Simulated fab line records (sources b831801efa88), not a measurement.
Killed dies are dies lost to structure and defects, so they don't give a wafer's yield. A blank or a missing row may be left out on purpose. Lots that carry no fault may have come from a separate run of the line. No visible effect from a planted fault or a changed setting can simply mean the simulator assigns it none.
One fault seen from 2 desks -- flow gf180mcu -- each desk holds nothing but its own numbers, with what lay behind them at the end

== FOR THE TOOL OWNER'S DESK: wet bench-02 ==
The tool's own readings at GF_V4_STRIP_19 (strips in post etch residue remover, time 1200 s): means of the sampled wafers that have a number, for each lot that ran on this tool. Marked OUT: a lot whose mean sits more than 4 standard deviations from the usual mean, which makes it out of limits; the brackets give that distance.
Columns: A = bath guard temp C at GF_V4_STRIP_19, usual 72.6 C; B = bath heat duty pct at GF_V4_STRIP_19, usual 14.7 %
lot,first seen here,A,B
L700,day 24 21:11,72.5,14.0
L701,day 25 02:44,71.9,14.0
L703,day 26 04:07,72.7,13.9
L707,day 27 09:13,72.8,15.8
L708,day 27 11:52,71.9,14.1
L709,day 27 20:01,73.1,14.9
L710,day 28 03:34,73.0,15.9
L717,day 30 08:38,72.8,15.9
L716,day 30 09:13,72.9,16.1
L721,day 31 06:49,71.9,13.9
Result from this desk: across the 10 lots, nothing is out of limits.

== METROLOGY DESK ==
Lot by lot, what the gauges showed, no matter which tool ran the lot: averages of those sampled wafers that carry a number. Marked OUT: a lot whose mean sits more than 4 standard deviations from the usual mean, which makes it out of limits; the brackets give that distance.
Columns: A = cd nm at GF_TOP_METAL_CD_MEAS_14, usual 440.4 nm
lot,first seen here,A
L700,day 28 15:12,439.5
L701,day 28 17:51,440.1
L703,day 29 18:25,443.1
L706,day 30 15:37,437.9
L707,day 30 18:31,439.2
L708,day 30 21:32,441.7
L709,day 31 03:55,438.7
L710,day 31 12:44,442.1
L712,day 32 02:39,438.3
L717,day 33 09:59,440.0
L716,day 33 12:55,437.1
L721,day 34 07:58,440.6
L722,day 34 12:21,440.6
Result from this desk: across the 13 lots, nothing is out of limits.

== BROUGHT TOGETHER ==
The tool owner's desk saw nothing out of limits.
Nothing out of limits was seen by the metrology desk.

== WHAT THE SIMULATOR PUT IN ==
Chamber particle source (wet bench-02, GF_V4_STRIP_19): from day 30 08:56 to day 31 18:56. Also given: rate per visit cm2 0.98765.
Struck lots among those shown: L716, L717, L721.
